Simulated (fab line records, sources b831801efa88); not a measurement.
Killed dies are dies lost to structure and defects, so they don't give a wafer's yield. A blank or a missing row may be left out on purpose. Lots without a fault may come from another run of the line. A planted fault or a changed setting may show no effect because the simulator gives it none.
A struck lot beside a sound one | flow sky130 | 35 steps out of a route of 708
Sound: wafers L165.3, L165.5, L165.6. Struck: wafers L181.1, L181.3, L181.4. The cause comes at the end.
At each step with rows: each side's tool, then ch and its chambers, then its first start. Under that, the readings that differ: sound wafers | struck wafers | difference of the means | sigmas: that difference in standard deviations of wafers without a fault.
alike: readings whose means differ by less than 2 such deviations, and words and numbers that are the same on both sides. not compared: withheld readings, readings that some wafer has no value for, bounds like >300 that may hide the same value, and numbers for which the record gives no deviation and whose values overlap.
The two part at a step that has a row with sigmas, a row that says differs or no value, or rows on one side only. Numbers that don't overlap but have no deviation are shown without sigmas and don't part them. A reading that every wafer of one side lacks parts them only if that side has two wafers or more.

first, 10 steps without rows for these wafers: SKY_CONTACT_COAT_09 (resist thk 450 nm); SKY_CONTACT_SOFTBAKE_10 (time 90 s); SKY_CONTACT_EXPOSE_11 (exposes mask CTM1, target cd 170 nm); SKY_CONTACT_PEB_12; SKY_CONTACT_DEVELOP_13 (develop time 60 s); SKY_CONTACT_ETCH_16 (etches BARC in N2/H2, stops on SiO2, time 45.9 s, target depth 60 nm); SKY_CONTACT_ETCH_17 (etches SiO2 in C4F8/O2/Ar, stops on Si3N4, target depth 340 nm); SKY_CONTACT_ETCH_18 (etches Si3N4 in CHF3/O2, stops on TiN, time 39 s, target depth 75 nm); SKY_CONTACT_STRIP_19 (strips in O2/N2); SKY_CONTACT_STRIP_20 (strips in post etch residue remover, time 1200 s).
SKY_CONTACT_CLEAN_21: cleans in IPA, time 180 s.
  sound on wet_bench-04 ch 0, day 32 15:14; struck on wet_bench-04 ch 3, day 37 17:05
then, 23 steps without rows for these wafers: SKY_CONTACT_CLEAN_22 (cleans in O3/DIW); SKY_CONTACT_SPUTTER_23 (material TiN, target thk 20 nm, time 80 s); SKY_CONTACT_CVD_24 (deposits W, target thk 340 nm, time 102.12 s); SKY_CONTACT_CMP_27 (polishes, stops on SiO2, t overpolish 15 s, target thk 0 nm); SKY_METAL1_SPUTTER_00 (material Ti, target thk 15 nm, time 10 s); SKY_METAL1_SPUTTER_01 (material TiN, target thk 20 nm, time 16.7 s); SKY_METAL1_SPUTTER_02 (material AlCu, target thk 250 nm, time 13.3 s); SKY_METAL1_SPUTTER_03 (material Ti, target thk 5 nm, time 3.3 s); SKY_METAL1_SPUTTER_04 (material TiN, target thk 70 nm, time 58.3 s); SKY_METAL1_DEHYDRATE_07 (time 60 s); SKY_METAL1_HMDS_08 (prime time 60 s); SKY_METAL1_COAT_09 (resist thk 60 nm); SKY_METAL1_COAT_10 (resist thk 450 nm); SKY_METAL1_SOFTBAKE_11 (time 90 s); SKY_METAL1_EXPOSE_12 (exposes mask MM1, target cd 140 nm); SKY_METAL1_PEB_13; SKY_METAL1_DEVELOP_14 (develop time 60 s); SKY_METAL1_DESCUM_17 (chemistry O2, time 8 s); SKY_METAL1_ETCH_18 (etches BARC in N2/H2, stops on SiO2, time 45.9 s, target depth 60 nm); SKY_METAL1_METAL_ETCH_19 (etches the open film in Cl2/BCl3, stops on SiO2, target depth 360 nm, time 78 s); SKY_METAL1_STRIP_20 (strips in O2/N2); SKY_METAL1_STRIP_21 (strips in post etch residue remover, time 1200 s); SKY_METAL1_CLEAN_22 (cleans in IPA, time 180 s).
-- the record jumps here: 12 days lie between the struck wafers' starts before and after (it left off in module METAL1 and takes up again in module PAD_OPEN, whose first step shown is number 708 of the route) --
SKY_PAD_OPEN_PROBE_99:
  sound on prober-02, day 46 14:20; struck on prober-01, day 50 02:43
  reading            | sound    | struck      | difference | sigmas
  killed_at_contacts | 20 25 19 | 72 72 57    | +46        | +10
  killed_dies        | 74 72 63 | 119 124 105 | +46        | +5
  alike: killed_at_M0_to_M3, killed_at_M4_up, killed_at_front_end, killed_at_other, killed_on_rim, killed_open, killed_short

WHERE THEY PART
Only at SKY_PAD_OPEN_PROBE_99, within this record.

WHY: what the simulator had put in
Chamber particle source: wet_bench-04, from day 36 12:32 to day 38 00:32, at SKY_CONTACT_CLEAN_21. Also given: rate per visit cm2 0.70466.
